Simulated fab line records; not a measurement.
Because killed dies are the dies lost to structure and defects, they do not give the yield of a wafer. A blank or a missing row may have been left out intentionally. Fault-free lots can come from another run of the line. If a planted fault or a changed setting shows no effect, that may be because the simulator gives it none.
Struck lot and sound lot, side by side + flow sky130 + 43 out of 708 route steps
Sound: wafers L682.2, L682.3, L682.6. Wafers struck: L693.1, L693.3, L693.5. The cause is named last.
Each step with rows lists, per side, the tool, then ch with its chambers, then its first start. Under that, the readings that differ: sound wafers + struck wafers + difference of the means + sigmas: that difference in standard deviations of wafers without a fault.
alike: same words and numbers on both sides, and readings whose means sit less than 2 such deviations apart. not compared: any withheld reading, any reading some wafer has no value for, any bound like >300 that may hide the same value, and any number with overlapping values for which the record gives no deviation.
Wherever a step has rows on one side only, a row that says differs or no value, or a row with sigmas, the two part there. Numbers that don't overlap but have no deviation are shown without sigmas and don't part them. A reading missing from all wafers of one side parts the sides only when that side holds two or more wafers.

SKY_POLY_GATE_CD_MEAS_22:
  sound on cd sem-02 at day 19 02:02; struck on cd sem-01 at day 22 22:13
  alike: cd nm
then, 7 steps without rows for these wafers: SKY_LDD_N_DEHYDRATE_00 (time 60 s); SKY_LDD_N_HMDS_01 (prime time 60 s); SKY_LDD_N_COAT_02 (resist thk 300 nm); SKY_LDD_N_SOFTBAKE_03 (time 60 s); SKY_LDD_N_EXPOSE_04 (exposes mask NTM, target cd 840 nm); SKY_LDD_N_PEB_05; SKY_LDD_N_DEVELOP_06 (develop time 60 s).
SKY_LDD_N_OVL_MEAS_07:
  sound on overlay-01 at day 20 09:16; struck on overlay-01 at day 24 04:13
  alike: LDD_N_OVL
then, 3 steps without rows for these wafers: SKY_LDD_N_IMPLANT_08; SKY_LDD_N_IMPLANT_09; SKY_LDD_N_IMPLANT_10.
SKY_LDD_N_IMPLANT_11:
  sound on implanter-03 ch 0, day 20 09:46; struck on implanter-04 ch 0, day 24 04:42
then, 4 steps without rows for these wafers: SKY_LDD_N_IMPLANT_12; SKY_LDD_N_IMPLANT_13; SKY_LDD_N_IMPLANT_14; SKY_LDD_N_IMPLANT_15.
SKY_LDD_N_STRIP_16: strips in O2/N2.
  sound on plasma asher-02 ch 0,1, day 20 10:29; struck on plasma asher-03 ch 0, day 24 05:27
  alike: drypump motor current A, oes product au, strip time to endpoint s
  not compared: rf hours counter h
SKY_LDD_N_TW_MEAS_17:
  sound on film metro-02 at day 20 10:36; struck on film metro-02 at day 24 05:33
  alike: LDD_N_TW
then, 7 steps without rows for these wafers: SKY_LDD_P_DEHYDRATE_00 (time 60 s); SKY_LDD_P_HMDS_01 (prime time 60 s); SKY_LDD_P_COAT_02 (resist thk 1140 nm); SKY_LDD_P_SOFTBAKE_03 (time 60 s); SKY_LDD_P_EXPOSE_04 (exposes mask PSDM, target cd 380 nm); SKY_LDD_P_PEB_05; SKY_LDD_P_DEVELOP_06 (develop time 60 s).
SKY_LDD_P_CD_MEAS_07 targets a cd of 380 nm.
  sound on cd sem-02 at day 21 16:59; struck on cd sem-01 at day 25 11:11
  alike: cd nm
SKY_LDD_P_OVL_MEAS_08:
  sound on overlay-01 at day 21 17:05; struck on overlay-02 at day 25 11:18
  alike: LDD_P_OVL
after that, 1 step had no rows for these wafers: SKY_LDD_P_IMPLANT_09.
SKY_LDD_P_STRIP_10: strips in O2/N2.
  sound on plasma asher-02 ch 0,1, day 21 17:16; struck on plasma asher-04 ch 0,1, day 25 11:29
| reading                      | sound             | struck            | difference | sigmas |
|------------------------------|-------------------|-------------------|------------|--------|
| strip time to endpoint s (s) | 14.11 14.17 14.13 | 14.26 14.25 14.22 | +0.11      | +3     |
  alike: drypump motor current A, oes product au
  not compared: rf hours counter h
SKY_LDD_P_TW_MEAS_11:
  sound on film metro-02 at day 21 17:22; struck on film metro-02 at day 25 11:35
  alike: LDD_P_TW
then, 7 steps without rows for these wafers: SKY_LDD_HVN_DEHYDRATE_00 (time 60 s); SKY_LDD_HVN_HMDS_01 (prime time 60 s); SKY_LDD_HVN_COAT_02 (resist thk 300 nm); SKY_LDD_HVN_SOFTBAKE_03 (time 60 s); SKY_LDD_HVN_EXPOSE_04 (exposes mask HVNTM, target cd 700 nm); SKY_LDD_HVN_PEB_05; SKY_LDD_HVN_DEVELOP_06 (develop time 60 s).
SKY_LDD_HVN_OVL_MEAS_07:
  sound on overlay-01 at day 22 23:37; struck on overlay-02 at day 26 16:49
  alike: LDD_HVN_OVL
after that, 1 step had no rows for these wafers: SKY_LDD_HVN_IMPLANT_08.
SKY_LDD_HVN_STRIP_09: strips in O2/N2.
  sound on plasma asher-02 ch 0,1, day 22 23:48; struck on plasma asher-01 ch 0,1, day 26 17:05
  alike: drypump motor current A, oes product au, strip time to endpoint s
  not compared: rf hours counter h
SKY_LDD_HVN_TW_MEAS_10:
  sound on film metro-02 at day 22 23:55; struck on film metro-01 at day 26 17:11
  alike: LDD_HVN_TW
-- here the record skips 23 days between the struck wafers' starts before and after, leaving off in module LDD_HVN and picking up in module PAD_OPEN (first step shown: number 708 of the route) --
SKY_PAD_OPEN_PROBE_99:
  sound on prober-02 at day 47 16:45; struck on prober-02 at day 50 02:56
| reading                                     | sound               | struck               | difference | sigmas |
|---------------------------------------------|---------------------|----------------------|------------|--------|
| model.etest.tip n.rs ohm sq                 | 443.4 444.5 446.1   | 469.1 466.9 468.1    | +23.4      |        |
| model.etest.tip n.rs ohm sq range           | 13.9 15.01 18.47    | 36.51 37.98 40.71    | +22.61     |        |
| model.etest.tip n.rs ohm sq rim less centre | -0.4382 -1.69 -8.12 | -12.02 -12.67 -19.34 | -11.26     |        |
  alike: killed_at_M0_to_M3, killed_at_M4_up, killed at contacts, killed at front end, killed at other, killed dies, killed on rim, killed open, killed short
  not compared: model.etest.nfet_01v8.drive ua um range

## WHERE THEY PART
Only at SKY_LDD_P_STRIP_10, as far as this record shows. Later steps at which nothing parts them and some readings are alike: SKY_LDD_P_TW_MEAS_11, SKY_LDD_HVN_OVL_MEAS_07, SKY_LDD_HVN_STRIP_09, SKY_LDD_HVN_TW_MEAS_10, SKY_PAD_OPEN_PROBE_99.

WHY: what the simulator had put in
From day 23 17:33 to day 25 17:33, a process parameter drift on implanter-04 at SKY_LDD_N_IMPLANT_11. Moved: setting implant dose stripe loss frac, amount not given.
